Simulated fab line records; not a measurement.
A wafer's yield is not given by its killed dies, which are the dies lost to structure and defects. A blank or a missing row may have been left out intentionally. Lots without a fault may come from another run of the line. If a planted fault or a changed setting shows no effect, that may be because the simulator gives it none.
Which tool is to blame? | flow sky130 | 18 wafers from 6 lots sampled at 2 of the route's 708 steps

== WHAT EACH GAUGE READ, for each wafer ==
SKY_NWELL_RS_MEAS_29: measures by four-point-probe.
lot  | measured     | on            | NWELL_RS (ohm/sq)
L534 | day 6 10:20  | film_metro-03 | 625.3 625.3 624.0
L538 | day 7 09:22  | film_metro-01 | 623.6 626.3 624.3
L543 | day 8 13:06  | film_metro-02 | 600.0 600.4 599.3
L546 | day 9 08:33  | film_metro-03 | 603.0 601.9 602.1
L550 | day 10 09:49 | film_metro-02 | 626.4 625.0 625.4
L552 | day 10 20:31 | film_metro-01 | 626.5 625.2 628.3

== WHAT TOOL EACH LOT RAN ON (gives the tool, then ch and the chambers of the sampled wafers, and finally the start) ==
lot  | SKY_NWELL_IMPLANT_11
L534 | implanter-03 ch 0, day 5 14:31
L538 | implanter-04 ch 0, day 6 13:07
L543 | implanter-03 ch 0, day 7 16:20
L546 | implanter-03 ch 0, day 8 10:27
L550 | implanter-02 ch 0, day 9 10:25
L552 | implanter-02 ch 0, day 9 21:13
- SKY_NWELL_IMPLANT_11

== THE ANSWER, worked out from the rows above alone ==
Rule: the lots themselves supply what counts as usual. The widest of any qualifying gaps counts: lots, ordered by their means at a reading, are off when they make up no more than a third of the lots, leave a main group of 4 or more, and stand apart from it by 3 or more times the standard deviation of that group's means. The tables above print the reading to a certain number of digits; a main group whose means all agree to those digits is not used. Also off: a lot with no number at a reading for which 4 or more lots have one. Where the step has rows for the other lots, those lots are counted as sound.
Off: L543, L546, at SKY_NWELL_RS_MEAS_29 (NWELL_RS). For the main group the mean is 625.5 ohm/sq and the standard deviation 0.77.
If a tool, at a process step before that reading, ran all the lots that are off and no sound lot after the first of them, it fits. Gauges at SKY_NWELL_RS_MEAS_29: tried the same way as those tools. One fits: implanter-03 at SKY_NWELL_IMPLANT_11. A fault onset in the window from L534 (day 5 14:31, its last sound lot) to L543 (day 7 16:20, its first lot off) fits.

== WHAT THE SIMULATOR PUT IN ==
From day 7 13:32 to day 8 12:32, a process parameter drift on implanter-03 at SKY_NWELL_IMPLANT_11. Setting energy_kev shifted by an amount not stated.
Shown lots that were struck: L543, L546. Same finding as the rule above.
